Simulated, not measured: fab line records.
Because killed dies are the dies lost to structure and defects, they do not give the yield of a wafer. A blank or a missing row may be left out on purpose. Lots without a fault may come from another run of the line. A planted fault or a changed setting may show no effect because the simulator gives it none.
Struck lot and sound lot, side by side ; flow sky130 ; 17 out of 708 route steps
Sound: wafers L971.1, L971.3, L971.5. Struck: wafer L983.5 (left out: L983.1, L983.6 of the same lot, which were not struck); the cause appears at the end.
Order at every step that has rows: each side's tool, ch and its chambers, its first start. Under that, the readings that differ: sound wafers ; struck wafers ; difference of the means ; sigmas: that difference in standard deviations of wafers without a fault.
alike: readings with means less than 2 such deviations apart, plus words and numbers identical on both sides. not compared: withheld readings, readings lacking a value on some wafer, bounds such as >300 that could conceal the same value, and numbers that have no deviation in the record and whose values overlap.
The two part at a step that has a row with sigmas, a row that says differs or no value, or rows on one side only. Numbers that don't overlap but have no deviation are shown without sigmas and don't part them. A reading that every wafer of one side lacks parts them only if that side has two wafers or more.

SKY_VIA3_CMP_02: polishes SiO2.
  sound on cmp-01 ch 0,2,3, day 39 12:10; struck on cmp-01 ch 2, day 43 12:10
  alike: motor-current-A
SKY_VIA3_BOW_MEAS_03:
  struck on film-metro-04, day 43 12:22; sound on film-metro-01, day 39 12:25
  alike: VIA3_BOW
then, 8 steps without rows for these wafers: SKY_VIA3_DEHYDRATE_04 (time 60 s); SKY_VIA3_HMDS_05 (prime time 60 s); SKY_VIA3_COAT_06 (resist thk 60 nm); SKY_VIA3_COAT_07 (resist thk 450 nm); SKY_VIA3_SOFTBAKE_08 (time 90 s); SKY_VIA3_EXPOSE_09 (exposes mask VIM3, target cd 200 nm); SKY_VIA3_PEB_10; SKY_VIA3_DEVELOP_11 (develop time 60 s).
SKY_VIA3_CD_MEAS_12 targets a cd of 200 nm.
  struck on cd-sem-02, day 44 11:04; sound on cd-sem-01, day 40 13:02
  alike: cd-nm
SKY_VIA3_OVL_MEAS_13:
  struck on overlay-02, day 44 11:11; sound on overlay-02, day 40 13:09
  alike: VIA3_OVL
SKY_VIA3_ETCH_14: etches BARC in N2/H2, stops on SiO2, time 45.9 s, target depth 60 nm.
  sound on rie-diel-03 ch 0,2,3, day 40 13:11; struck on rie-diel-03 ch 2, day 44 11:13
reading;sound;struck;difference;sigmas
model.KrF-thick_of_VIA3_COAT_07.thk-nm (nm);391.1 390.5 392.1;400.7;+9.5;
  alike: drypump-motor-current-A, oes-product-au, throttle-valve-pct
  not compared: rf-hours-counter-h
SKY_VIA3_ETCH_15: etches SiO2 in C4F8/O2/Ar, stops on TiN, target depth 507 nm, time 78 s.
  sound on rie-diel-03 ch 0,2,3, day 40 13:14; struck on rie-diel-03 ch 2, day 44 11:16
reading;sound;struck;difference;sigmas
model.KrF-thick_of_VIA3_COAT_07.thk-nm (nm);287.3 288.7 290.7;299.4;+10.5;
  alike: oes-product-au
SKY_VIA3_STRIP_16: strips in O2/N2.
  sound on plasma-asher-01 ch 0,1, day 40 13:17; struck on plasma-asher-01 ch 0, day 44 11:19
reading;sound;struck;difference;sigmas
oes-product-au (a.u.);0.400 0.400 0.387;0.408;+0.012;+3
strip-time-to-endpoint-s (s);4.076 4.115 4.137;4.226;+0.117;+5
  alike: drypump-motor-current-A
  not compared: rf-hours-counter-h
then, 1 step without rows for these wafers: SKY_VIA3_STRIP_17 (strips in post etch residue remover, time 1200 s).
SKY_PAD_OPEN_PROBE_99:
  rows exist in the record for the sound wafers here (prober-02, day 46 14:38), none for the struck ones

WHERE THEY PART
First at SKY_VIA3_STRIP_16; last, within this record, at SKY_PAD_OPEN_PROBE_99.

WHY: what had been put in by the simulator
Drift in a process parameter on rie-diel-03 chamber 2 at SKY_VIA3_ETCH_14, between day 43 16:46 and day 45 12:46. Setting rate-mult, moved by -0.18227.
